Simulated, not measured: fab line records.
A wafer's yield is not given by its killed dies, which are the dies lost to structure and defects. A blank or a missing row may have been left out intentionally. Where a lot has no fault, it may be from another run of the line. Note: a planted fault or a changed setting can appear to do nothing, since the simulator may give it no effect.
fab line records / flow sky130
record lots=6 wafers=18 lastDay=49
route steps=708 shown SD_P@324 RES_XHIGH@332 PAD_OPEN@708
lots that met no fault: from a run of the same line without faults
startH: hours from the record's opening day to when the first of the lot's shown wafers began / waitH: hours since the lot's step before / " as in the row above / L1.1+2: a single row standing in for several wafers / - no value, or no start given / * or withheld: withheld / < > ~ a bound
route shown NAME@n: a module of which the file shows steps, and the number in the route of the first / usual: average and standard deviation across the fault-free wafers / same: alike in all rows / chamber/n: place in a boat / sites: each site's reading / _std_site: the standard deviation of these / _edge_site: the outer-site mean with the inner-site mean subtracted / radiusMm: for every site, how far away it sits from the centre of the wafer / mask NAME#n: copy n / behind: the last tool/chamber to shape the wafer / hold: why the lot went on hold/how many hours it stayed there/how the hold came to an end / device: names the non-switching transistor (n, p or np) / end of line: at the end of the route, the tests of the same wafers / a step given without rows: its recipe and nothing more / killed: dies lost to structure and defects at the first sort, not the wafer's yield / map: dies across one wafer; x = killed, . = not, _ = none there
set.NAME: the setting that was run; set.NAME@STEP: the one run at that earlier step / model.NAME: the simulator's own value behind a step, which no gauge read
lots at some steps of the route; a table a step, a row a wafer
services: a tool's chamber out of use, with start hour (startH, from the record's first day; less than 0 if before it), hours out, and reason
## steps
# step SKY_SD_P_EXPOSE_04
# recipe maskId=PSDM na=0.6 sourceShape=conventional sigmaOuter=0.6 polarization=unpolarized targetCdNm=380 doseMj=138
# step SKY_SD_P_PEB_05
# recipe tempC=withheld timeS=* resist=NOVOLAK
# step SKY_SD_P_DEVELOP_06
# recipe resist=NOVOLAK developer=TMAH developTimeS=60 devTempC=23
# step SKY_SD_P_CD_MEAS_07
# recipe targetCdNm=380
# usual cdNm=380.2/1.9
lot.wafer=L629.1 tool=cdSem-01 chamber=- startH=615.61 waitH=0.1 cdNm=377.8
lot.wafer=L629.2 tool=cdSem-01 chamber=- startH=615.61 waitH=0.1 cdNm=380.1
lot.wafer=L629.3 tool=cdSem-01 chamber=- startH=615.61 waitH=0.1 cdNm=378.6
lot.wafer=L633.1 tool=cdSem-01 chamber=- startH=641.91 waitH=0.1 cdNm=380.7
lot.wafer=L633.2 tool=cdSem-01 chamber=- startH=641.91 waitH=0.1 cdNm=379.7
lot.wafer=L633.6 tool=cdSem-01 chamber=- startH=641.91 waitH=0.1 cdNm=381.3
lot.wafer=L634.2 tool=cdSem-01 chamber=- startH=661.46 waitH=0.1 cdNm=380.4
lot.wafer=L634.4 tool=cdSem-01 chamber=- startH=661.46 waitH=0.1 cdNm=380.5
lot.wafer=L634.5 tool=cdSem-01 chamber=- startH=661.46 waitH=0.1 cdNm=380.0
lot.wafer=L635.4 tool=cdSem-02 chamber=- startH=662.42 waitH=0.1 cdNm=379.7
lot.wafer=L635.5 tool=cdSem-02 chamber=- startH=662.42 waitH=0.1 cdNm=378.6
lot.wafer=L635.6 tool=cdSem-02 chamber=- startH=662.42 waitH=0.1 cdNm=378.9
lot.wafer=L636.1 tool=cdSem-01 chamber=- startH=672.21 waitH=0.1 cdNm=382.1
lot.wafer=L636.2 tool=cdSem-01 chamber=- startH=672.21 waitH=0.1 cdNm=378.7
lot.wafer=L636.3 tool=cdSem-01 chamber=- startH=672.21 waitH=0.1 cdNm=380.6
lot.wafer=L642.1 tool=cdSem-02 chamber=- startH=722.21 waitH=0.1 cdNm=379.1
lot.wafer=L642.5 tool=cdSem-02 chamber=- startH=722.21 waitH=0.1 cdNm=380.0
lot.wafer=L642.6 tool=cdSem-02 chamber=- startH=722.21 waitH=0.1 cdNm=379.8
# step SKY_SD_P_OVL_MEAS_08
# usual SD_P_OVL=0.4/1.4
lot.wafer=L629.1 tool=overlay-01 chamber=- startH=615.73 waitH=0.1 SD_P_OVL[nm]=0.9
lot.wafer=L629.2 tool=overlay-01 chamber=- startH=615.73 waitH=0.1 SD_P_OVL[nm]=-1.1
lot.wafer=L629.3 tool=overlay-01 chamber=- startH=615.73 waitH=0.1 SD_P_OVL[nm]=-0.7
lot.wafer=L633.1 tool=overlay-01 chamber=- startH=642.03 waitH=0.1 SD_P_OVL[nm]=1.0
lot.wafer=L633.2 tool=overlay-01 chamber=- startH=642.03 waitH=0.1 SD_P_OVL[nm]=0.5
lot.wafer=L633.6 tool=overlay-01 chamber=- startH=642.03 waitH=0.1 SD_P_OVL[nm]=-0.5
lot.wafer=L634.2 tool=overlay-01 chamber=- startH=661.57 waitH=0.1 SD_P_OVL[nm]=0.5
lot.wafer=L634.4 tool=overlay-01 chamber=- startH=661.57 waitH=0.1 SD_P_OVL[nm]=0.4
lot.wafer=L634.5 tool=overlay-01 chamber=- startH=661.57 waitH=0.1 SD_P_OVL[nm]=0.2
lot.wafer=L635.4 tool=overlay-01 chamber=- startH=662.50 waitH=0.1 SD_P_OVL[nm]=0.1
lot.wafer=L635.5 tool=overlay-01 chamber=- startH=662.50 waitH=0.1 SD_P_OVL[nm]=-0.8
lot.wafer=L635.6 tool=overlay-01 chamber=- startH=662.50 waitH=0.1 SD_P_OVL[nm]=0.0
lot.wafer=L636.1 tool=overlay-02 chamber=- startH=672.33 waitH=0.1 SD_P_OVL[nm]=-1.6
lot.wafer=L636.2 tool=overlay-02 chamber=- startH=672.33 waitH=0.1 SD_P_OVL[nm]=-0.6
lot.wafer=L636.3 tool=overlay-02 chamber=- startH=672.33 waitH=0.1 SD_P_OVL[nm]=-0.4
lot.wafer=L642.1 tool=overlay-02 chamber=- startH=722.33 waitH=0.1 SD_P_OVL[nm]=1.1
lot.wafer=L642.5 tool=overlay-02 chamber=- startH=722.33 waitH=0.1 SD_P_OVL[nm]=0.4
lot.wafer=L642.6 tool=overlay-02 chamber=- startH=722.33 waitH=0.1 SD_P_OVL[nm]=-0.4
# step SKY_SD_P_IMPLANT_09
# recipe species=BF2 energyKev=20 doseCm2=3e+15 tiltDeg=0
# step SKY_SD_P_STRIP_10
# recipe chemistry=O2/N2 powerW=1400 pressureMtorr=1500 platenTempC=withheld o2FlowSccm=3000 n2FlowSccm=300 overashFraction=0.5
# usual drypumpMotorCurrentA=5.6/0.34 oesProductAu=0.618/0.0047 stripTimeToEndpointS=17.50/0.04
lot.wafer=L629.1 tool=plasmaAsher-04 chamber=0 startH=615.92 waitH=0.1 drypumpMotorCurrentA=5.6 oesProductAu=0.616 rfHoursCounterH=81 stripTimeToEndpointS=17.52
lot.wafer=L629.2 tool=plasmaAsher-04 chamber=1 startH=615.92 waitH=0.1 drypumpMotorCurrentA=6.3 oesProductAu=0.617 rfHoursCounterH=81 stripTimeToEndpointS=17.54
lot.wafer=L629.3 tool=plasmaAsher-04 chamber=0 startH=615.92 waitH=0.1 drypumpMotorCurrentA=5.6 oesProductAu=0.615 rfHoursCounterH=- stripTimeToEndpointS=17.49
lot.wafer=L633.1 tool=plasmaAsher-01 chamber=0 startH=642.22 waitH=0.1 drypumpMotorCurrentA=5.4 oesProductAu=0.617 rfHoursCounterH=21 stripTimeToEndpointS=17.44
lot.wafer=L633.2 tool=plasmaAsher-01 chamber=1 startH=642.22 waitH=0.1 drypumpMotorCurrentA=5.5 oesProductAu=0.618 rfHoursCounterH=21 stripTimeToEndpointS=17.45
lot.wafer=L633.6 tool=plasmaAsher-01 chamber=1 startH=642.22 waitH=0.1 drypumpMotorCurrentA=5.5 oesProductAu=0.620 rfHoursCounterH=- stripTimeToEndpointS=17.47
lot.wafer=L634.2 tool=plasmaAsher-04 chamber=0 startH=661.75 waitH=0.1 drypumpMotorCurrentA=5.6 oesProductAu=0.619 rfHoursCounterH=85 stripTimeToEndpointS=17.54
lot.wafer=L634.4 tool=plasmaAsher-04 chamber=1 startH=661.75 waitH=0.1 drypumpMotorCurrentA=6.3 oesProductAu=0.610 rfHoursCounterH=- stripTimeToEndpointS=17.47
lot.wafer=L634.5 tool=plasmaAsher-04 chamber=0 startH=661.75 waitH=0.1 drypumpMotorCurrentA=5.6 oesProductAu=0.617 rfHoursCounterH=- stripTimeToEndpointS=17.55
lot.wafer=L635.4 tool=plasmaAsher-03 chamber=1 startH=663.48 waitH=0.1 drypumpMotorCurrentA=5.2 oesProductAu=0.621 rfHoursCounterH=- stripTimeToEndpointS=17.43
lot.wafer=L635.5 tool=plasmaAsher-03 chamber=0 startH=663.48 waitH=0.1 drypumpMotorCurrentA=5.7 oesProductAu=0.613 rfHoursCounterH=- stripTimeToEndpointS=17.48
lot.wafer=L635.6 tool=plasmaAsher-03 chamber=1 startH=663.48 waitH=0.1 drypumpMotorCurrentA=5.2 oesProductAu=0.623 rfHoursCounterH=- stripTimeToEndpointS=17.49
lot.wafer=L636.1 tool=plasmaAsher-01 chamber=1 startH=672.52 waitH=0.1 drypumpMotorCurrentA=5.5 oesProductAu=0.621 rfHoursCounterH=24 stripTimeToEndpointS=17.50
lot.wafer=L636.2 tool=plasmaAsher-01 chamber=0 startH=672.52 waitH=0.1 drypumpMotorCurrentA=5.3 oesProductAu=0.620 rfHoursCounterH=24 stripTimeToEndpointS=17.49
lot.wafer=L636.3 tool=plasmaAsher-01 chamber=1 startH=672.52 waitH=0.1 drypumpMotorCurrentA=5.5 oesProductAu=0.617 rfHoursCounterH=- stripTimeToEndpointS=17.48
lot.wafer=L642.1 tool=plasmaAsher-04 chamber=1 startH=722.51 waitH=0.1 drypumpMotorCurrentA=6.4 oesProductAu=0.615 rfHoursCounterH=91 stripTimeToEndpointS=17.51
lot.wafer=L642.5 tool=plasmaAsher-04 chamber=0 startH=722.51 waitH=0.1 drypumpMotorCurrentA=5.6 oesProductAu=0.614 rfHoursCounterH=- stripTimeToEndpointS=17.51
lot.wafer=L642.6 tool=plasmaAsher-04 chamber=1 startH=722.51 waitH=0.1 drypumpMotorCurrentA=6.4 oesProductAu=0.617 rfHoursCounterH=- stripTimeToEndpointS=17.51
# step SKY_SD_P_TW_MEAS_11
# usual SD_P_TW=2829/17
lot.wafer=L629.1 tool=filmMetro-01 chamber=- startH=616.02 waitH=0.1 SD_P_TW=2810
lot.wafer=L629.2 tool=filmMetro-01 chamber=- startH=616.02 waitH=0.1 SD_P_TW=2801
lot.wafer=L629.3 tool=filmMetro-01 chamber=- startH=616.02 waitH=0.1 SD_P_TW=2811
lot.wafer=L633.1 tool=filmMetro-02 chamber=- startH=642.32 waitH=0.1 SD_P_TW=2853
lot.wafer=L633.2 tool=filmMetro-02 chamber=- startH=642.32 waitH=0.1 SD_P_TW=2844
lot.wafer=L633.6 tool=filmMetro-02 chamber=- startH=642.32 waitH=0.1 SD_P_TW=2853
lot.wafer=L634.2 tool=filmMetro-03 chamber=- startH=661.86 waitH=0.1 SD_P_TW=2815
lot.wafer=L634.4 tool=filmMetro-03 chamber=- startH=661.86 waitH=0.1 SD_P_TW=2818
lot.wafer=L634.5 tool=filmMetro-03 chamber=- startH=661.86 waitH=0.1 SD_P_TW=2805
lot.wafer=L635.4 tool=filmMetro-02 chamber=- startH=663.58 waitH=0.1 SD_P_TW=2831
lot.wafer=L635.5 tool=filmMetro-02 chamber=- startH=663.58 waitH=0.1 SD_P_TW=2841
lot.wafer=L635.6 tool=filmMetro-02 chamber=- startH=663.58 waitH=0.1 SD_P_TW=2826
lot.wafer=L636.1 tool=filmMetro-02 chamber=- startH=672.62 waitH=0.1 SD_P_TW=2842
lot.wafer=L636.2 tool=filmMetro-02 chamber=- startH=672.62 waitH=0.1 SD_P_TW=2841
lot.wafer=L636.3 tool=filmMetro-02 chamber=- startH=672.62 waitH=0.1 SD_P_TW=2828
lot.wafer=L642.1 tool=filmMetro-02 chamber=- startH=722.61 waitH=0.1 SD_P_TW=2851
lot.wafer=L642.5 tool=filmMetro-02 chamber=- startH=722.61 waitH=0.1 SD_P_TW=2838
lot.wafer=L642.6 tool=filmMetro-02 chamber=- startH=722.61 waitH=0.1 SD_P_TW=2826
# step SKY_RES_XHIGH_DEHYDRATE_00
# recipe tempC=200 timeS=60
# step SKY_RES_XHIGH_HMDS_01
# recipe primeTimeS=60 primeTempC=120
# step SKY_RES_XHIGH_COAT_02
# recipe resist=NOVOLAK spinRpm=3000 resistThkNm=1140
# step SKY_RES_XHIGH_SOFTBAKE_03
# recipe tempC=90 timeS=60 resist=NOVOLAK
# step SKY_RES_XHIGH_EXPOSE_04
# recipe maskId=URPM na=0.6 sourceShape=conventional sigmaOuter=0.6 polarization=unpolarized targetCdNm=1270 doseMj=140
# usual reticleTempC=22.97/0.099
# same sigmaOuter=0.6
lot.wafer=L629.1 tool=ilineStepper-02 chamber=0 startH=631.01 waitH=- mask=URPM#0 reticleTempC=23.03 model.RES_XHIGH.overlayXNm=-0.6592
lot.wafer=L629.2 tool=ilineStepper-02 chamber=0 startH=631.01 waitH=- mask=URPM#0 reticleTempC=23.14 model.RES_XHIGH.overlayXNm=-0.6592
lot.wafer=L629.3 tool=ilineStepper-02 chamber=0 startH=631.01 waitH=- mask=URPM#0 reticleTempC=23.07 model.RES_XHIGH.overlayXNm=-0.6592
lot.wafer=L633.1 tool=ilineStepper-01 chamber=0 startH=656.96 waitH=- mask=URPM#0 reticleTempC=22.99 model.RES_XHIGH.overlayXNm=0.01038
lot.wafer=L633.2 tool=ilineStepper-01 chamber=0 startH=656.96 waitH=- mask=URPM#0 reticleTempC=23.03 model.RES_XHIGH.overlayXNm=0.01038
lot.wafer=L633.6 tool=ilineStepper-01 chamber=0 startH=656.96 waitH=- mask=URPM#0 reticleTempC=22.92 model.RES_XHIGH.overlayXNm=0.01038
lot.wafer=L634.2 tool=ilineStepper-01 chamber=0 startH=675.48 waitH=- mask=URPM#0 reticleTempC=23.23 model.RES_XHIGH.overlayXNm=-95.05
lot.wafer=L634.4 tool=ilineStepper-01 chamber=0 startH=675.48 waitH=- mask=URPM#0 reticleTempC=23.02 model.RES_XHIGH.overlayXNm=-95.05
lot.wafer=L634.5 tool=ilineStepper-01 chamber=0 startH=675.48 waitH=- mask=URPM#0 reticleTempC=23.01 model.RES_XHIGH.overlayXNm=-95.05
lot.wafer=L635.4 tool=ilineStepper-02 chamber=0 startH=677.34 waitH=- mask=URPM#0 reticleTempC=23.03 model.RES_XHIGH.overlayXNm=1.549
lot.wafer=L635.5 tool=ilineStepper-02 chamber=0 startH=677.34 waitH=- mask=URPM#0 reticleTempC=23.14 model.RES_XHIGH.overlayXNm=1.549
lot.wafer=L635.6 tool=ilineStepper-02 chamber=0 startH=677.34 waitH=- mask=URPM#0 reticleTempC=23.00 model.RES_XHIGH.overlayXNm=1.549
lot.wafer=L636.1 tool=ilineStepper-01 chamber=0 startH=687.45 waitH=- mask=URPM#0 reticleTempC=22.98 model.RES_XHIGH.overlayXNm=-96.44
lot.wafer=L636.2 tool=ilineStepper-01 chamber=0 startH=687.45 waitH=- mask=URPM#0 reticleTempC=22.96 model.RES_XHIGH.overlayXNm=-96.44
lot.wafer=L636.3 tool=ilineStepper-01 chamber=0 startH=687.45 waitH=- mask=URPM#0 reticleTempC=23.01 model.RES_XHIGH.overlayXNm=-96.44
lot.wafer=L642.1 tool=ilineStepper-02 chamber=0 startH=736.60 waitH=- mask=URPM#0 reticleTempC=22.95 model.RES_XHIGH.overlayXNm=0.0673
lot.wafer=L642.5 tool=ilineStepper-02 chamber=0 startH=736.60 waitH=- mask=URPM#0 reticleTempC=23.07 model.RES_XHIGH.overlayXNm=0.0673
lot.wafer=L642.6 tool=ilineStepper-02 chamber=0 startH=736.60 waitH=- mask=URPM#0 reticleTempC=22.98 model.RES_XHIGH.overlayXNm=0.0673
# step SKY_RES_XHIGH_PEB_05
# recipe tempC=withheld timeS=* resist=NOVOLAK
# step SKY_PAD_OPEN_PROBE_99
# usual killed_at_M0_to_M3=44/6.3 killed_at_M4_up=3.1/2 killedAtContacts=24/4.8 killedAtFrontEnd=15/4.6 killedAtOther=0.2/0.51 killedDies=87/8.4 killedOpen=48/6.4 killedShort=39/5.9
# same grossDies=492 killedAtBackSide=0
lot.wafer=L629.1 tool=prober-01 chamber=- startH=1097.39 waitH=0.1 killed_at_M0_to_M3=48 killed_at_M4_up=6 killedAtContacts=18 killedAtFrontEnd=16 killedAtOther=0 killedDies=88 killedOpen=55 killedShort=33
lot.wafer=L629.2 tool=prober-01 chamber=- startH=1097.44 waitH=0.1 killed_at_M0_to_M3=34 killed_at_M4_up=7 killedAtContacts=25 killedAtFrontEnd=14 killedAtOther=0 killedDies=80 killedOpen=43 killedShort=37
lot.wafer=L629.3 tool=prober-01 chamber=- startH=1097.49 waitH=0.2 killed_at_M0_to_M3=51 killed_at_M4_up=0 killedAtContacts=22 killedAtFrontEnd=17 killedAtOther=0 killedDies=90 killedOpen=45 killedShort=45
lot.wafer=L634.2 tool=prober-02 chamber=- startH=1128.41 waitH=0.1 killed_at_M0_to_M3=42 killed_at_M4_up=2 killedAtContacts=27 killedAtFrontEnd=21 killedAtOther=1 killedDies=93 killedOpen=45 killedShort=48
lot.wafer=L634.4 tool=prober-02 chamber=- startH=1128.51 waitH=0.2 killed_at_M0_to_M3=51 killed_at_M4_up=3 killedAtContacts=22 killedAtFrontEnd=14 killedAtOther=0 killedDies=90 killedOpen=50 killedShort=40
lot.wafer=L634.5 tool=prober-02 chamber=- startH=1128.56 waitH=0.2 killed_at_M0_to_M3=51 killed_at_M4_up=2 killedAtContacts=24 killedAtFrontEnd=12 killedAtOther=1 killedDies=90 killedOpen=45 killedShort=45
lot.wafer=L635.4 tool=prober-01 chamber=- startH=1128.65 waitH=0.2 killed_at_M0_to_M3=33 killed_at_M4_up=6 killedAtContacts=27 killedAtFrontEnd=10 killedAtOther=0 killedDies=76 killedOpen=46 killedShort=30
lot.wafer=L635.5 tool=prober-01 chamber=- startH=1128.70 waitH=0.2 killed_at_M0_to_M3=35 killed_at_M4_up=4 killedAtContacts=31 killedAtFrontEnd=14 killedAtOther=0 killedDies=84 killedOpen=48 killedShort=36
lot.wafer=L635.6 tool=prober-01 chamber=- startH=1128.75 waitH=0.2 killed_at_M0_to_M3=49 killed_at_M4_up=1 killedAtContacts=27 killedAtFrontEnd=13 killedAtOther=0 killedDies=90 killedOpen=51 killedShort=39
lot.wafer=L636.1 tool=prober-02 chamber=- startH=1137.65 waitH=0.1 killed_at_M0_to_M3=37 killed_at_M4_up=0 killedAtContacts=25 killedAtFrontEnd=22 killedAtOther=0 killedDies=84 killedOpen=47 killedShort=37
lot.wafer=L636.2 tool=prober-02 chamber=- startH=1137.70 waitH=0.1 killed_at_M0_to_M3=54 killed_at_M4_up=2 killedAtContacts=22 killedAtFrontEnd=16 killedAtOther=0 killedDies=94 killedOpen=58 killedShort=36
lot.wafer=L636.3 tool=prober-02 chamber=- startH=1137.75 waitH=0.2 killed_at_M0_to_M3=52 killed_at_M4_up=2 killedAtContacts=25 killedAtFrontEnd=9 killedAtOther=0 killedDies=88 killedOpen=50 killedShort=38
# killed by level:class
L629.1 VIA1:geometricParticle:open=11 CONTACT:geometricParticle:open=10 VIA3:geometricParticle:open=9 METAL4:geometricParticle:short=5 FIELD_ISO:geometricParticle:short=4 VIA1:geometricParticle:short=4 VIA2:geometricParticle:open=4 FIELD_ISO:geometricParticle:open=3
L629.2 VIA1:geometricParticle:open=11 CONTACT:geometricParticle:open=9 METAL1:geometricParticle:short=6 METAL4:geometricParticle:short=6 LI_CONTACT:geometricParticle:open=5 CONTACT:geometricParticle:short=5 VIA2:geometricParticle:open=5 FIELD_ISO:geometricParticle:short=4
L629.3 VIA1:geometricParticle:open=15 FIELD_ISO:geometricParticle:short=9 VIA1:geometricParticle:short=8 LOCAL_INTERCONNECT:geometricParticle:short=7 VIA3:geometricParticle:open=7 VIA2:geometricParticle:open=5 CONTACT:geometricParticle:open=5 LI_CONTACT:geometricParticle:open=5
L634.2 LI_CONTACT:geometricParticle:open=9 VIA1:geometricParticle:short=9 VIA1:geometricParticle:open=9 CONTACT:geometricParticle:open=6 METAL2:geometricParticle:short=5 VIA2:geometricParticle:open=5 FIELD_ISO:geometricParticle:open=4 POLY_GATE:geometricParticle:short=4
L634.4 VIA1:geometricParticle:open=16 CONTACT:geometricParticle:open=9 LI_CONTACT:geometricParticle:open=8 METAL1:geometricParticle:short=7 METAL2:geometricParticle:short=7 FIELD_ISO:geometricParticle:short=5 VIA3:geometricParticle:open=5 POLY_GATE:geometricParticle:short=4
L634.5 VIA1:geometricParticle:open=12 CONTACT:geometricParticle:open=9 VIA1:geometricParticle:short=7 VIA3:geometricParticle:open=7 CONTACT:geometricParticle:short=6 FIELD_ISO:geometricParticle:short=5 VIA2:geometricParticle:open=5 LOCAL_INTERCONNECT:geometricParticle:short=4
L635.4 VIA1:geometricParticle:open=15 LI_CONTACT:geometricParticle:open=10 CONTACT:geometricParticle:open=8 METAL4:geometricParticle:short=5 LI_CONTACT:geometricParticle:short=4 FIELD_ISO:geometricParticle:open=3 VIA2:geometricParticle:short=3 METAL3:geometricParticle:short=3
L635.5 LI_CONTACT:geometricParticle:open=11 VIA3:geometricParticle:open=9 CONTACT:geometricParticle:open=9 VIA1:geometricParticle:open=7 LOCAL_INTERCONNECT:geometricParticle:short=6 FIELD_ISO:geometricParticle:short=5 VIA1:geometricParticle:short=5 METAL1:geometricParticle:short=4
L635.6 VIA1:geometricParticle:open=12 CONTACT:geometricParticle:open=11 LI_CONTACT:geometricParticle:open=9 VIA3:geometricParticle:open=8 POLY_GATE:geometricParticle:short=6 VIA1:geometricParticle:short=5 METAL2:geometricParticle:short=5 VIA2:geometricParticle:open=5
L636.1 CONTACT:geometricParticle:open=11 LI_CONTACT:geometricParticle:open=10 VIA1:geometricParticle:open=7 POLY_GATE:geometricParticle:open=6 METAL1:geometricParticle:short=5 VIA1:geometricParticle:short=5 FIELD_ISO:geometricParticle:short=4 VIA2:geometricParticle:short=4
L636.2 VIA1:geometricParticle:open=23 CONTACT:geometricParticle:open=10 VIA3:geometricParticle:open=8 VIA2:geometricParticle:short=6 LI_CONTACT:geometricParticle:open=5 FIELD_ISO:geometricParticle:open=4 POLY_GATE:geometricParticle:open=4 POLY_GATE:geometricParticle:short=4
L636.3 VIA1:geometricParticle:open=14 CONTACT:geometricParticle:open=12 VIA2:geometricParticle:open=7 VIA1:geometricParticle:short=6 LI_CONTACT:geometricParticle:open=5 METAL1:geometricParticle:short=5 METAL3:geometricParticle:short=5 VIA3:geometricParticle:open=5
## services
tool=plasmaAsher-04 chamber=- startH=622.60 hours=6.4 kind=pm
tool=ilineStepper-02 chamber=- startH=625.26 hours=1.8 kind=repair
tool=plasmaAsher-04 chamber=- startH=629.54 hours=2.2 kind=repair
tool=ilineStepper-01 chamber=- startH=637.00 hours=4.3 kind=pm
tool=plasmaAsher-01 chamber=- startH=662.06 hours=0.8 kind=repair
tool=plasmaAsher-03 chamber=- startH=726.33 hours=2.0 kind=repair
tool=plasmaAsher-04 chamber=- startH=727.83 hours=0.9 kind=repair
tool=plasmaAsher-01 chamber=- startH=728.85 hours=14.0 kind=repair
tool=plasmaAsher-03 chamber=- startH=733.75 hours=9.0 kind=pm
tool=plasmaAsher-03 chamber=0 startH=733.75 hours=9.0 kind=ventCycle
tool=plasmaAsher-03 chamber=1 startH=733.75 hours=9.0 kind=ventCycle
## key
firstSign none at tools or gauges
modelEffect step=SKY_RES_XHIGH_EXPOSE_04 value=RES_XHIGH.overlayXNm without=0.4122 struck=-95.75
metAt SKY_RES_XHIGH_EXPOSE_04
struckWafers L634.2,L634.4,L634.5,L636.1,L636.2,L636.3
testerLeftOut L634,L636
onsetBetween 656.96 675.48
fault kind=scannerMatchingOverlay tool=ilineStepper-01 chamber=- onsetH=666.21 steps=SKY_RES_XHIGH_EXPOSE_04 offset=-96.158
# testerLeftOut: of these lots the tester's yield and bins aren't shown, on N5 and GAA mostly nor the transistor test; their killed dies are dies lost to structure and defects alone, not to doping, threshold or leakage, so they don't give the yield
